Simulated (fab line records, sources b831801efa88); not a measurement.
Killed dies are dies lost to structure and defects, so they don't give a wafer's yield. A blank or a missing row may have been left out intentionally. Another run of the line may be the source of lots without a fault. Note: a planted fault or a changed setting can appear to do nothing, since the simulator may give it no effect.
fab line records	flow sky130
record lots=7	wafers=21	last-day=50
route steps=708 shown LI_CONTACT@383 LOCAL_INTERCONNECT@387 PAD_OPEN@708
lots that met no fault: taken from a fault-free run of the same line
start-h: hours from the record's first day to the start of the lot's first wafer shown	wait-h: time in hours since the lot's previous step	" identical to the entry in the row above	L1.1+2: one row covering several wafers at once	- no value, or no start given	* or withheld: withheld	< > ~ a bound
route shown NAME@n: names a module that has steps shown in the file, with the first one's number in the route	usual: average and standard deviation across the fault-free wafers	same: alike in all rows	chamber/n: place in a boat	sites: per-site readings	_std_site: how widely they spread, as a standard deviation	_edge_site: inner sites' mean taken away from outer sites' mean	radius-mm: how far each site lies from the wafer's centre	mask NAME#n: copy n	behind: the most recent tool/chamber to have shaped the wafer	hold: what put the lot on hold/how long, in hours/how the hold closed	device: transistor that didn't switch, given as n, p or np	end of line: tests of these same wafers at the route's end	a step given without rows: its recipe and nothing more	killed: count of dies lost to structure and defects at first sort (not the wafer's yield)	map: the dies of a wafer, with x for killed, . for not killed, _ for no die there
set.NAME: the setting that was run; set.NAME@STEP: the one run at that earlier step	model.NAME: the simulator's own value behind a step, which no gauge read
certain route steps with their lots: each step a table, each wafer a row
services: when a tool's chamber went out of use (start-h, in hours from the record's first day, below 0 if earlier), for how many hours, and the reason
## steps
# step SKY_LI_CONTACT_CVD_21
# recipe material=W	target-thk-nm=400	time-s=120.56	temp-c=396.5	pressure-torr=40
# usual heater-power-outer-w=483/42	heater-power-w=763/71
lot.wafer	tool	chamber	start-h	wait-h	heater-power-outer-w	heater-power-w
L582.1	cvd-w-01	1	741.08	0.0	488	706
L582.2	"	0	"	"	564	891
L582.5	"	0	"	"	532	862
L584.2	cvd-w-02	0	755.04	0.0	472	765
L584.4	"	0	"	"	489	770
L584.5	"	1	"	"	424	680
L588.2	cvd-w-02	1	786.64	0.0	429	694
L588.5	"	0	"	"	483	797
L588.6	"	1	"	"	428	691
L587.1	cvd-w-02	0	794.09	0.0	479	761
L587.3	"	1	"	"	422	685
L587.6	"	1	"	"	426	675
L589.1	cvd-w-02	1	803.25	0.0	434	684
L589.4	"	0	"	"	476	782
L589.5	"	0	"	"	471	795
L597.1	cvd-w-01	0	849.40	0.0	552	874
L597.2	"	1	"	"	474	714
L597.6	"	1	"	"	490	715
L596.1	cvd-w-02	0	849.49	0.0	478	793
L596.5	"	0	"	"	478	806
L596.6	"	1	"	"	432	679
# step SKY_LI_CONTACT_RS_MEAS_22
# recipe thk-meas-gauge=four-point-probe	reads=W_of_LI_CONTACT_CVD_21+TiN_of_LI_CONTACT_SPUTTER_20+Ti_of_LI_CONTACT_SPUTTER_19
# usual LI_CONTACT_W_RS=0.301/0.0043
lot.wafer	tool	chamber	start-h	wait-h	LI_CONTACT_W_RS[ohm/sq]
L582.1	film-metro-01	-	741.21	0.1	0.301
L582.2	"	-	"	"	0.305
L582.5	"	-	"	"	0.307
L584.2	film-metro-01	-	755.18	0.1	0.297
L584.4	"	-	"	"	0.297
L584.5	"	-	"	"	0.308
L588.2	film-metro-01	-	786.78	0.1	0.307
L588.5	"	-	"	"	0.298
L588.6	"	-	"	"	0.303
L587.1	film-metro-02	-	794.21	0.1	0.297
L587.3	"	-	"	"	0.304
L587.6	"	-	"	"	0.305
L589.1	film-metro-03	-	803.37	0.1	0.302
L589.4	"	-	"	"	0.296
L589.5	"	-	"	"	0.298
L597.1	film-metro-03	-	849.52	0.1	0.303
L597.2	"	-	"	"	0.299
L597.6	"	-	"	"	0.300
L596.1	film-metro-02	-	849.66	0.1	0.300
L596.5	"	-	"	"	0.298
L596.6	"	-	"	"	0.306
# step SKY_LI_CONTACT_THK_MEAS_23
# recipe thk-meas-gauge=xrf	reads=W_of_LI_CONTACT_CVD_21
# usual LI_CONTACT_W_THK=382/7.2
lot.wafer	tool	chamber	start-h	wait-h	LI_CONTACT_W_THK[nm]
L582.1	film-metro-01	-	741.33	0.1	377
L582.2	"	-	"	"	372
L582.5	"	-	"	"	366
L584.2	film-metro-01	-	755.29	0.1	387
L584.4	"	-	"	"	390
L584.5	"	-	"	"	375
L588.2	film-metro-01	-	786.89	0.1	373
L588.5	"	-	"	"	380
L588.6	"	-	"	"	379
L587.1	film-metro-02	-	794.33	0.1	389
L587.3	"	-	"	"	381
L587.6	"	-	"	"	380
L589.1	film-metro-03	-	803.49	0.1	383
L589.4	"	-	"	"	390
L589.5	"	-	"	"	390
L597.1	film-metro-03	-	849.64	0.1	384
L597.2	"	-	"	"	389
L597.6	"	-	"	"	388
L596.1	film-metro-02	-	849.78	0.1	387
L596.5	"	-	"	"	386
L596.6	"	-	"	"	375
# step SKY_LI_CONTACT_CMP_24
# recipe stop-on=PSG	t-overpolish-s=20	down-force-psi=3.5	platen-rpm=60	target-thk-nm=0	pad-velocity-m-s=0.94248
# usual head-pressure-psi=3.500/0.007	motor-current-A=11.2/0.97	overpolish-run-s=20.000/0.009	time-to-endpoint-s=91/3.5
lot.wafer	tool	chamber	start-h	wait-h	head-pressure-psi	motor-current-A	overpolish-run-s	time-to-endpoint-s
L582.2	cmp-01	3	741.44	0.1	3.501	12.3	20.010	88
L582.1	"	1	"	"	3.493	10.7	19.999	89
L582.5	"	2	"	"	3.503	11.5	20.001	86
L584.4	cmp-01	3	755.34	0.0	3.489	12.1	20.006	94
L584.2	"	1	"	"	3.501	10.5	19.986	91
L584.5	"	3	"	"	3.506	12.3	19.990	91
L588.2	cmp-02	0	787.04	0.1	3.497	12.6	19.995	88
L588.5	"	2	"	"	3.516	10.6	19.999	93
L588.6	"	3	"	"	3.503	10.7	20.000	95
L587.1	cmp-01	0	794.49	0.1	3.508	9.4	19.995	86
L587.3	"	1	"	"	3.499	10.5	19.994	88
L587.6	"	3	"	"	3.493	12.6	20.002	87
L589.4	cmp-01	0	803.55	0.0	3.494	9.8	19.998	91
L589.1	"	1	"	"	3.501	10.9	20.000	91
L589.5	"	1	"	"	3.495	10.6	19.994	92
L597.2	cmp-01	1	849.82	0.2	3.494	11.0	19.999	92
L597.1	"	2	"	"	3.497	11.1	20.017	90
L597.6	"	3	"	"	3.492	12.7	20.008	92
L596.1	cmp-02	3	850.01	0.2	3.502	11.6	19.999	96
L596.6	"	2	"	"	3.496	11.0	19.998	93
L596.5	"	3	"	"	3.496	11.9	20.015	99
# step SKY_LOCAL_INTERCONNECT_SPUTTER_00
# recipe material=TiN	target-thk-nm=100	temp-c=300	power-w=6500	time-s=83.3	chamber-pressure-pa=0.4
# usual substrate-temp-c=300.01/0.21	throttle-valve-pct=29.3/1.1
lot.wafer	tool	chamber	start-h	wait-h	substrate-temp-c	throttle-valve-pct
L582.1	pvd-sputter-04	-	741.69	0.1	300.05	28.4
L582.2	"	-	"	"	299.87	30.6
L582.5	"	-	"	"	300.10	28.4
L584.2	pvd-sputter-03	-	755.64	0.1	300.29	28.7
L584.4	"	-	"	"	299.78	27.8
L584.5	"	-	"	"	300.46	28.7
L588.2	pvd-sputter-02	-	787.24	0.1	300.51	29.0
L588.5	"	-	"	"	300.22	28.3
L588.6	"	-	"	"	299.94	28.8
L587.1	pvd-sputter-02	-	794.69	0.1	299.85	30.2
L587.3	"	-	"	"	300.08	28.8
L587.6	"	-	"	"	300.14	30.6
L589.1	pvd-sputter-04	-	803.85	0.2	299.93	28.8
L589.4	"	-	"	"	299.92	30.2
L589.5	"	-	"	"	300.16	28.4
L597.1	pvd-sputter-04	-	850.02	0.1	299.73	28.3
L597.2	"	-	"	"	300.02	30.6
L597.6	"	-	"	"	299.98	28.5
L596.1	pvd-sputter-02	-	850.26	0.2	300.21	30.5
L596.5	"	-	"	"	300.02	28.8
L596.6	"	-	"	"	299.88	30.4
# step SKY_LOCAL_INTERCONNECT_RS_MEAS_01
# recipe thk-meas-gauge=four-point-probe	reads=TiN_of_LOCAL_INTERCONNECT_SPUTTER_00
# usual LOCAL_INTERCONNECT_TIN_RS=14.11/0.17
lot.wafer	tool	chamber	start-h	wait-h	LOCAL_INTERCONNECT_TIN_RS[ohm/sq]
L582.1	film-metro-03	-	741.75	0.0	14.22
L582.2	"	-	"	"	14.15
L582.5	"	-	"	"	14.26
L584.2	film-metro-03	-	755.73	0.1	14.11
L584.4	"	-	"	"	14.20
L584.5	"	-	"	"	14.11
L588.2	film-metro-03	-	787.33	0.1	13.90
L588.5	"	-	"	"	13.79
L588.6	"	-	"	"	13.93
L587.1	film-metro-02	-	794.76	0.0	13.83
L587.3	"	-	"	"	14.10
L587.6	"	-	"	"	14.04
L589.1	film-metro-03	-	803.92	0.0	14.28
L589.4	"	-	"	"	14.00
L589.5	"	-	"	"	14.05
L597.1	film-metro-02	-	850.08	0.0	14.14
L597.2	"	-	"	"	14.16
L597.6	"	-	"	"	14.15
L596.1	film-metro-02	-	850.32	0.0	14.18
L596.5	"	-	"	"	14.25
L596.6	"	-	"	"	13.97
# step SKY_LOCAL_INTERCONNECT_THK_MEAS_02
# recipe thk-meas-gauge=xrf	reads=TiN_of_LOCAL_INTERCONNECT_SPUTTER_00
# usual LOCAL_INTERCONNECT_TIN_THK=99.7/1.3
lot.wafer	tool	chamber	start-h	wait-h	LOCAL_INTERCONNECT_TIN_THK[nm]
L582.1	film-metro-03	-	741.87	0.1	99.2
L582.2	"	-	"	"	100.0
L582.5	"	-	"	"	99.9
L584.2	film-metro-03	-	755.84	0.1	100.2
L584.4	"	-	"	"	99.7
L584.5	"	-	"	"	99.8
L588.2	film-metro-03	-	787.44	0.1	102.0
L588.5	"	-	"	"	103.1
L588.6	"	-	"	"	102.1
L587.1	film-metro-02	-	794.88	0.1	101.7
L587.3	"	-	"	"	99.6
L587.6	"	-	"	"	99.5
L589.1	film-metro-03	-	804.04	0.1	99.2
L589.4	"	-	"	"	100.7
L589.5	"	-	"	"	100.7
L597.1	film-metro-02	-	850.20	0.1	99.3
L597.2	"	-	"	"	98.8
L597.6	"	-	"	"	98.9
L596.1	film-metro-02	-	850.44	0.1	99.2
L596.5	"	-	"	"	98.2
L596.6	"	-	"	"	100.6
# step SKY_LOCAL_INTERCONNECT_DEHYDRATE_03
# recipe temp-c=200	time-s=60
# step SKY_LOCAL_INTERCONNECT_HMDS_04
# recipe prime-time-s=60	prime-temp-c=120
# step SKY_LOCAL_INTERCONNECT_COAT_05
# recipe resist=BARC	temp-c=withheld	time-s=withheld	spin-rpm=3000	resist-thk-nm=60
# step SKY_LOCAL_INTERCONNECT_COAT_06
# recipe resist=KrF-thick	spin-rpm=3000	resist-thk-nm=450
# step SKY_LOCAL_INTERCONNECT_SOFTBAKE_07
# recipe temp-c=100	time-s=90	resist=KrF-thick
# step SKY_LOCAL_INTERCONNECT_EXPOSE_08
# recipe mask-id=LI1M	na=0.8	source-shape=annular	sigma-inner=0.55	sigma-outer=0.85	target-cd-nm=170	dose-mj=28
# same sigma-outer=0.85
lot.wafer	tool	chamber	start-h	wait-h	mask
L582.1+2+5	krf-scanner-01	0	754.55	-	LI1M#0
L584.2+4+5	krf-scanner-02	0	770.23	-	LI1M#0
L588.2+5+6	krf-scanner-02	0	801.49	-	LI1M#0
L587.1+3+6	krf-scanner-02	0	808.17	-	LI1M#0
L589.1+4+5	krf-scanner-02	0	817.07	-	LI1M#0
L597.1+2+6	krf-scanner-01	0	861.65	-	LI1M#0
L596.1+5+6	krf-scanner-01	0	862.32	-	LI1M#0
# step SKY_LOCAL_INTERCONNECT_PEB_09
# recipe peb-temp-c=withheld	peb-time-s=withheld	resist=KrF-thick
# step SKY_LOCAL_INTERCONNECT_DEVELOP_10
# recipe develop-time-s=60	resist=KrF-thick	dev-temp-c=21
# step SKY_LOCAL_INTERCONNECT_CD_MEAS_11
# recipe target-cd-nm=170
# usual cd-nm=169.6/1.5
lot.wafer	tool	chamber	start-h	wait-h	cd-nm
L582.1	cd-sem-02	-	768.16	-	169.4
L582.2	"	-	"	"	169.9
L582.5	"	-	"	"	169.6
L584.2	cd-sem-01	-	783.67	-	170.6
L584.4	"	-	"	"	168.8
L584.5	"	-	"	"	168.6
L588.2	cd-sem-02	-	814.57	-	166.3
L588.5	"	-	"	"	116.4
L588.6	"	-	"	"	116.4
L587.1	cd-sem-02	-	821.60	-	170.8
L587.3	"	-	"	"	171.1
L587.6	"	-	"	"	116.2
L589.1	cd-sem-02	-	829.87	-	169.8
L589.4	"	-	"	"	171.1
L589.5	"	-	"	"	115.3
L597.1	cd-sem-02	-	875.76	-	168.3
L597.2	"	-	"	"	170.3
L597.6	"	-	"	"	170.4
L596.1	cd-sem-02	-	876.41	-	169.8
L596.5	"	-	"	"	170.7
L596.6	"	-	"	"	171.0
# step SKY_LOCAL_INTERCONNECT_OVL_MEAS_12
# usual LOCAL_INTERCONNECT_OVL=-3/5.7
lot.wafer	tool	chamber	start-h	wait-h	LOCAL_INTERCONNECT_OVL[nm]
L582.1	overlay-02	-	768.28	0.1	5
L582.2	"	-	"	"	10
L582.5	"	-	"	"	0
L584.2	overlay-02	-	783.78	0.1	-9
L584.4	"	-	"	"	-3
L584.5	"	-	"	"	0
L588.2	overlay-01	-	814.68	0.1	-2
L588.5	"	-	"	"	-4
L588.6	"	-	"	"	-12
L587.1	overlay-02	-	821.72	0.1	-3
L587.3	"	-	"	"	-5
L587.6	"	-	"	"	-4
L589.1	overlay-02	-	829.99	0.1	-9
L589.4	"	-	"	"	-4
L589.5	"	-	"	"	-11
L597.1	overlay-02	-	875.88	0.1	6
L597.2	"	-	"	"	-1
L597.6	"	-	"	"	4
L596.1	overlay-02	-	876.53	0.1	6
L596.5	"	-	"	"	18
L596.6	"	-	"	"	5
# step SKY_LOCAL_INTERCONNECT_ETCH_13
# recipe chemistry=N2/H2	target=BARC	ion-energy-ev=200	bias-w=100	pressure-mtorr=30	n2-flow-sccm=100	h2-flow-sccm=200	icp-w=500	stop-on=SiO2	time-s=45.9	target-depth-a=600
# usual drypump-motor-current-A=5.9/0.44	oes-product-au=0.856/0.0048	throttle-valve-pct=13.225/0.01
lot.wafer	tool	chamber	start-h	wait-h	drypump-motor-current-A	oes-product-au	rf-hours-counter-h	throttle-valve-pct	model.LOCAL_INTERCONNECT.cd-nm
L582.1	rie-metal-02	1	768.31	0.0	5.9	0.857	2	13.229	170
L582.2	"	0	"	"	6.2	0.863	14	13.220	169.7
L582.5	"	0	"	"	6.2	0.858	-	13.229	169.5
L584.2	rie-metal-01	1	783.81	0.0	6.0	0.857	10	13.232	169.1
L584.4	"	1	"	"	6.0	0.854	-	13.239	167.6
L584.5	"	1	"	"	6.0	0.851	-	13.222	167.3
L588.2	rie-metal-04	0	814.71	0.0	4.9	0.852	7	13.222	166.9
L588.5	"	1	"	"	6.5	0.852	-	13.227	116.4
L588.6	"	0	"	"	5.0	0.858	-	13.223	116.6
L587.1	rie-metal-01	1	821.76	0.0	6.0	0.861	11	13.235	169.4
L587.3	"	1	"	"	6.0	0.849	-	13.228	170.5
L587.6	"	1	"	"	6.0	0.858	-	13.232	115.4
L589.1	rie-metal-01	1	830.03	0.0	6.0	0.851	11	13.228	168.5
L589.4	"	1	"	"	6.0	0.848	-	13.222	170.3
L589.5	"	0	"	"	5.7	0.857	-	13.222	115.2
L597.1	rie-metal-02	0	875.92	0.0	6.2	0.855	18	13.209	168.5
L597.2	"	1	"	"	5.9	0.849	5	13.214	170.3
L597.6	"	0	"	"	6.2	0.843	-	13.235	169.4
L596.1	rie-metal-04	1	876.57	0.0	6.5	0.860	3	13.217	171
L596.5	"	1	"	"	6.6	0.857	-	13.228	171.5
L596.6	"	0	"	"	5.0	0.847	-	13.218	169.9
# step SKY_LOCAL_INTERCONNECT_METAL_ETCH_14
# recipe target-depth-nm=110	stop-on=PSG	chemistry=Cl2/BCl3	target=TiN	resist-sidewall-deg=88	pressure-mtorr=10	icp-w=900	bias-w=48.5	Cl2_flow_sccm=60	bcl3-flow-sccm=30	time-s=31.4
# usual drypump-motor-current-A=5.9/0.44	oes-product-au=0.942/0.008	throttle-valve-pct=21.900/0.0099
lot.wafer	tool	chamber	start-h	wait-h	drypump-motor-current-A	oes-product-au	rf-hours-counter-h	throttle-valve-pct	model.LOCAL_INTERCONNECT.cd-nm
L582.1	rie-metal-02	1	768.38	0.0	5.9	0.937	2	21.910	169
L582.2	"	0	"	"	6.2	0.927	14	21.885	170.3
L582.5	"	0	"	"	6.2	0.933	-	21.901	170.5
L584.2	rie-metal-01	1	783.87	0.0	6.0	0.934	10	21.909	170.6
L584.4	"	1	"	"	6.0	0.942	-	21.903	168.9
L584.5	"	1	"	"	6.0	0.951	-	21.901	168.7
L588.2	rie-metal-04	0	814.77	0.0	5.0	0.952	7	21.894	166
L588.5	"	1	"	"	6.5	0.959	-	21.890	116.6
L588.6	"	0	"	"	5.0	0.957	-	21.899	116.1
L587.1	rie-metal-01	1	821.82	0.0	6.0	0.959	11	21.900	171.2
L587.3	"	1	"	"	6.0	0.944	-	21.920	171.9
L587.6	"	1	"	"	6.0	0.954	-	21.904	117.4
L589.1	rie-metal-01	1	830.09	0.0	6.0	0.936	11	21.908	170.7
L589.4	"	1	"	"	6.0	0.947	-	21.906	172.1
L589.5	"	0	"	"	5.8	0.949	-	21.899	114.8
L597.1	rie-metal-02	0	875.98	0.0	6.3	0.938	18	21.915	168.9
L597.2	"	1	"	"	5.9	0.938	5	21.888	169.8
L597.6	"	0	"	"	6.3	0.949	-	21.914	169.6
L596.1	rie-metal-04	1	876.63	0.0	6.5	0.937	3	21.910	171.4
L596.5	"	1	"	"	6.5	0.942	-	21.887	172
L596.6	"	0	"	"	5.0	0.942	-	21.897	170.3
# step SKY_LOCAL_INTERCONNECT_STRIP_15
# recipe chemistry=O2/N2	power-w=1400	pressure-mtorr=1500	platen-temp-c=withheld	o2-flow-sccm=3000	n2-flow-sccm=300	overash-fraction=0.5
# usual drypump-motor-current-A=5.7/0.47	o2-flow-sccm=3000/8.4	oes-product-au=0.427/0.0044	strip-time-to-endpoint-s=4.728/0.02
lot.wafer	tool	chamber	start-h	wait-h	drypump-motor-current-A	o2-flow-sccm	oes-product-au	rf-hours-counter-h	strip-time-to-endpoint-s
L582.1	plasma-asher-01	1	768.43	0.0	5.4	3003	0.421	65	4.718
L582.2	"	0	"	"	4.9	3000	0.417	65	4.702
L582.5	"	0	"	"	4.9	3000	0.429	-	4.706
L584.2	plasma-asher-01	1	783.92	0.0	5.4	2996	0.429	67	4.715
L584.4	"	1	"	"	5.4	2997	0.418	-	4.716
L584.5	"	0	"	"	4.9	2996	0.420	-	4.724
L588.2	plasma-asher-03	1	814.82	0.0	6.3	2991	0.428	102	4.720
L588.5	"	0	"	"	6.1	3000	0.434	-	4.743
L588.6	"	1	"	"	6.3	2986	0.418	-	4.730
L587.1	plasma-asher-01	0	821.87	0.0	4.9	2991	0.432	70	4.725
L587.3	"	0	"	"	4.9	2983	0.436	-	4.733
L587.6	"	1	"	"	5.4	3006	0.431	-	4.752
L589.1	plasma-asher-03	1	830.14	0.0	6.3	2991	0.422	103	4.723
L589.4	"	1	"	"	6.3	3009	0.426	-	4.742
L589.5	"	1	"	"	6.3	3007	0.432	-	4.722
L597.1	plasma-asher-03	0	876.03	0.0	6.2	3005	0.424	107	4.709
L597.2	"	1	"	"	6.3	3014	0.426	107	4.702
L597.6	"	1	"	"	6.3	3015	0.435	-	4.705
L596.1	plasma-asher-03	1	876.68	0.0	6.2	2993	0.427	108	4.740
L596.5	"	1	"	"	6.3	2998	0.423	-	4.739
L596.6	"	0	"	"	6.2	2998	0.433	-	4.722
# step SKY_PAD_OPEN_PROBE_99
# usual killed_at_M0_to_M3=44/6.5	killed_at_M4_up=3.0/1.5	killed-at-contacts=25/5.1	killed-at-front-end=14/4.1	killed-at-other=0.3/0.57	killed-dies=87/9.5	killed-on-rim=17/3.9	killed-open=48/6.8	killed-short=39/6.2
# same gross-dies=492	killed-at-back-side=0
lot.wafer	tool	chamber	start-h	wait-h	killed_at_M0_to_M3	killed_at_M4_up	killed-at-contacts	killed-at-front-end	killed-at-other	killed-dies	killed-on-rim	killed-open	killed-short
L582.1	prober-01	-	1123.87	0.1	49	5	13	17	1	85	20	50	35
L582.2	prober-01	-	1123.92	0.1	51	2	15	14	1	83	15	42	41
L582.5	prober-01	-	1124.07	0.2	38	2	22	16	2	80	20	44	34
L584.2	prober-01	-	1136.58	0.1	39	2	19	16	0	76	13	41	35
L584.4	prober-01	-	1136.68	0.2	36	2	27	12	0	77	10	50	27
L584.5	prober-01	-	1136.73	0.2	59	5	23	7	0	94	21	46	48
L588.2	prober-02	-	1159.29	0.1	41	0	16	14	0	71	12	45	26
L588.5	prober-02	-	1159.44	0.2	44	2	430	16	0	492	96	54	34
L588.6	prober-02	-	1159.49	0.2	46	3	422	21	0	492	96	47	43
L587.1	prober-01	-	1163.46	0.1	46	4	24	15	0	89	21	54	33
L587.3	prober-01	-	1163.56	0.2	41	0	22	16	0	79	14	43	36
L587.6	prober-01	-	1163.71	0.2	57	1	421	11	2	492	96	50	45
L589.1	prober-02	-	1164.76	0.1	44	4	15	16	0	79	16	45	34
L589.4	prober-02	-	1164.91	0.2	48	3	32	19	0	102	16	49	53
L589.5	prober-02	-	1164.96	0.2	57	4	419	12	0	492	96	61	46
# killed by level:class
L582.1 VIA1:geometric-particle:open=14 VIA2:geometric-particle:open=8 VIA3:geometric-particle:open=7 METAL1:geometric-particle:short=6 FIELD_ISO:geometric-particle:open=4 LI_CONTACT:geometric-particle:open=4 LOCAL_INTERCONNECT:geometric-particle:short=4 METAL2:geometric-particle:short=4
L582.2 METAL2:geometric-particle:short=8 CONTACT:geometric-particle:open=7 METAL1:geometric-particle:short=7 VIA1:geometric-particle:open=7 VIA2:geometric-particle:open=7 VIA3:geometric-particle:open=7 CONTACT:geometric-particle:short=6 FIELD_ISO:geometric-particle:open=5
L582.5 CONTACT:geometric-particle:open=13 METAL1:geometric-particle:short=7 FIELD_ISO:geometric-particle:open=5 VIA2:geometric-particle:open=5 POLY_GATE:geometric-particle:open=5 VIA2:geometric-particle:short=5 VIA1:geometric-particle:short=5 VIA3:geometric-particle:open=5
L584.2 VIA1:geometric-particle:open=9 CONTACT:geometric-particle:open=7 FIELD_ISO:geometric-particle:open=6 VIA3:geometric-particle:open=6 VIA1:geometric-particle:short=6 VIA2:geometric-particle:open=5 LOCAL_INTERCONNECT:geometric-particle:short=4 METAL2:geometric-particle:short=4
L584.4 VIA1:geometric-particle:open=10 CONTACT:geometric-particle:open=9 VIA2:geometric-particle:open=8 LI_CONTACT:geometric-particle:open=7 VIA3:geometric-particle:open=6 LOCAL_INTERCONNECT:geometric-particle:short=5 METAL2:geometric-particle:short=5 FIELD_ISO:geometric-particle:open=4
L584.5 CONTACT:geometric-particle:open=11 VIA2:geometric-particle:open=11 VIA1:geometric-particle:open=10 VIA3:geometric-particle:open=10 METAL1:geometric-particle:short=7 METAL2:geometric-particle:short=6 VIA1:geometric-particle:short=6 VIA3:geometric-particle:short=5
L588.2 VIA1:geometric-particle:open=11 VIA3:geometric-particle:open=8 CONTACT:geometric-particle:open=7 LI_CONTACT:geometric-particle:open=6 METAL2:geometric-particle:short=4 FIELD_ISO:geometric-particle:open=3 POLY_GATE:geometric-particle:short=3 POLY_GATE:geometric-particle:open=3
L588.5 LOCAL_INTERCONNECT:area-expose=404 CONTACT:geometric-particle:open=13 VIA1:geometric-particle:open=13 FIELD_ISO:geometric-particle:open=7 METAL3:geometric-particle:short=6 VIA1:geometric-particle:short=5 LI_CONTACT:geometric-particle:open=4 LOCAL_INTERCONNECT:geometric-particle:short=4
L588.6 LOCAL_INTERCONNECT:area-expose=402 CONTACT:geometric-particle:open=10 METAL1:geometric-particle:short=9 VIA3:geometric-particle:open=7 VIA2:geometric-particle:open=7 VIA1:geometric-particle:open=7 FIELD_ISO:geometric-particle:short=6 POLY_GATE:geometric-particle:short=6
L587.1 VIA3:geometric-particle:open=10 LI_CONTACT:geometric-particle:open=9 VIA1:geometric-particle:open=9 CONTACT:geometric-particle:open=8 VIA2:geometric-particle:open=7 VIA2:geometric-particle:short=5 METAL1:geometric-particle:short=5 POLY_GATE:geometric-particle:open=4
L587.3 CONTACT:geometric-particle:open=13 VIA1:geometric-particle:open=10 METAL1:geometric-particle:short=6 VIA3:geometric-particle:open=5 METAL1:geometric-particle:open=4 VIA1:geometric-particle:short=4 VIA2:geometric-particle:open=4 FIELD_ISO:geometric-particle:short=3
L587.6 LOCAL_INTERCONNECT:area-expose=397 VIA1:geometric-particle:open=21 METAL2:geometric-particle:short=10 LOCAL_INTERCONNECT:geometric-particle:short=8 LI_CONTACT:geometric-particle:open=7 POLY_GATE:geometric-particle:short=6 CONTACT:geometric-particle:open=6 VIA1:geometric-particle:short=6
L589.1 VIA1:geometric-particle:open=13 FIELD_ISO:geometric-particle:open=7 VIA2:geometric-particle:open=7 CONTACT:geometric-particle:open=7 VIA2:geometric-particle:short=7 FIELD_ISO:geometric-particle:short=6 CONTACT:geometric-particle:short=4 METAL1:geometric-particle:short=4
L589.4 CONTACT:geometric-particle:open=9 LI_CONTACT:geometric-particle:open=8 VIA1:geometric-particle:open=8 METAL2:geometric-particle:short=7 POLY_GATE:geometric-particle:open=6 POLY_GATE:geometric-particle:short=6 CONTACT:geometric-particle:short=6 METAL1:geometric-particle:short=5
L589.5 LOCAL_INTERCONNECT:area-expose=385 CONTACT:geometric-particle:open=19 METAL2:geometric-particle:short=13 VIA1:geometric-particle:open=12 VIA2:geometric-particle:open=9 LI_CONTACT:geometric-particle:open=7 VIA1:geometric-particle:short=5 VIA2:geometric-particle:short=5
# map L587.6 (x killed, . not)
__________xxxxxxxxxx_________
________xxxxxxxxxxxxxx_______
______xxxxxxxxxxxxxxxxxx_____
_____xxxxxxxxxxxxxxxxxxxx____
____xxxxxxxxxxxxxxxxxxxxxx___
___xxxxxxxxxxxxxxxxxxxxxxxx__
__xxxxxxxxxxxxxxxxxxxxxxxxxx_
_xxxxxxxxxxxxxxxxxxxxxxxxxxxx
_xxxxxxxxxxxxxxxxxxxxxxxxxxxx
_xxxxxxxxxxxxxxxxxxxxxxxxxxxx
_xxxxxxxxxxxxxxxxxxxxxxxxxxxx
_xxxxxxxxxxxxxxxxxxxxxxxxxxxx
_xxxxxxxxxxxxxxxxxxxxxxxxxxxx
_xxxxxxxxxxxxxxxxxxxxxxxxxxxx
_xxxxxxxxxxxxxxxxxxxxxxxxxxxx
__xxxxxxxxxxxxxxxxxxxxxxxxxx_
___xxxxxxxxxxxxxxxxxxxxxxxx__
____xxxxxxxxxxxxxxxxxxxxxx___
_____xxxxxxxxxxxxxxxxxxxx____
______xxxxxxxxxxxxxxxxxx_____
________xxxxxxxxxxxxxx_______
__________xxxxxxxxxx_________
# map L588.5 (x killed, . not)
__________xxxxxxxxxx_________
________xxxxxxxxxxxxxx_______
______xxxxxxxxxxxxxxxxxx_____
_____xxxxxxxxxxxxxxxxxxxx____
____xxxxxxxxxxxxxxxxxxxxxx___
___xxxxxxxxxxxxxxxxxxxxxxxx__
__xxxxxxxxxxxxxxxxxxxxxxxxxx_
_xxxxxxxxxxxxxxxxxxxxxxxxxxxx
_xxxxxxxxxxxxxxxxxxxxxxxxxxxx
_xxxxxxxxxxxxxxxxxxxxxxxxxxxx
_xxxxxxxxxxxxxxxxxxxxxxxxxxxx
_xxxxxxxxxxxxxxxxxxxxxxxxxxxx
_xxxxxxxxxxxxxxxxxxxxxxxxxxxx
_xxxxxxxxxxxxxxxxxxxxxxxxxxxx
_xxxxxxxxxxxxxxxxxxxxxxxxxxxx
__xxxxxxxxxxxxxxxxxxxxxxxxxx_
___xxxxxxxxxxxxxxxxxxxxxxxx__
____xxxxxxxxxxxxxxxxxxxxxx___
_____xxxxxxxxxxxxxxxxxxxx____
______xxxxxxxxxxxxxxxxxx_____
________xxxxxxxxxxxxxx_______
__________xxxxxxxxxx_________
## services
tool	chamber	start-h	hours	kind
krf-scanner-01	-	717.94	3.3	repair
krf-scanner-01	-	725.13	1.0	pm
krf-scanner-02	-	726.32	9.0	repair
cmp-02	-	732.75	6.9	pm
cmp-01	-	744.14	4.0	pm
rie-metal-01	-	759.48	14.6	pm
krf-scanner-01	-	762.34	93.8	repair
rie-metal-02	1	771.68	11.1	repair
cvd-w-02	1	775.98	7.6	repair
rie-metal-01	-	802.96	15.6	pm
cmp-01	-	819.60	4.5	pm
krf-scanner-02	-	823.02	11.5	repair
pvd-sputter-04	-	825.80	2.9	repair
rie-metal-02	1	827.87	8.8	repair
rie-metal-01	1	831.32	18.4	repair
krf-scanner-02	-	834.51	0.8	pm
cmp-01	-	840.28	1.9	repair
krf-scanner-02	-	842.74	1.3	pm
krf-scanner-01	-	856.15	1.3	pm
krf-scanner-01	-	857.45	0.8	pm
krf-scanner-01	-	857.63	0.3	repair
krf-scanner-02	-	858.20	4.4	pm
krf-scanner-02	-	862.57	1.0	pm
pvd-sputter-02	-	873.42	7.8	repair
## key
first-sign step=SKY_LOCAL_INTERCONNECT_CD_MEAS_11	reading=cd-nm	direction=down	sigmas=37	usual=169.6	struck=116.1
effect step=SKY_PAD_OPEN_PROBE_99	reading=killed-at-contacts	direction=up	sigmas=78	usual=25	struck=423
model-effect step=SKY_LOCAL_INTERCONNECT_ETCH_13	value=LOCAL_INTERCONNECT.cd-nm	without=168.6	struck=115.9
model-effect step=SKY_LOCAL_INTERCONNECT_METAL_ETCH_14	value=LOCAL_INTERCONNECT.cd-nm	without=168.9	struck=116.2
more-kills-born-at SKY_LOCAL_INTERCONNECT_EXPOSE_08@krf-scanner-02=1588
met-at SKY_LOCAL_INTERCONNECT_EXPOSE_08
struck-wafers L587.6,L588.5,L588.6,L589.5
later-rows-left-out L587.6,L588.5,L588.6,L589.5
tester-left-out L587,L588,L589
onset-between 770.23 801.49
fault kind=process-parameter-drift	tool=krf-scanner-02	chamber=-	onset-h=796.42	steps=SKY_LOCAL_INTERCONNECT_EXPOSE_08	channel=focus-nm	offset=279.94	shape=step	end-h=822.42	scope=struck-wafers-only
# tester-left-out: of these lots the tester's yield and bins aren't shown, on N5 and GAA mostly nor the transistor test; their killed dies are dies lost to structure and defects alone, not to doping, threshold or leakage, so they don't give the yield
# later-rows-left-out: the simulator's readings of these wafers behind a module that went badly wrong aren't trusted and aren't shown, but for the sort
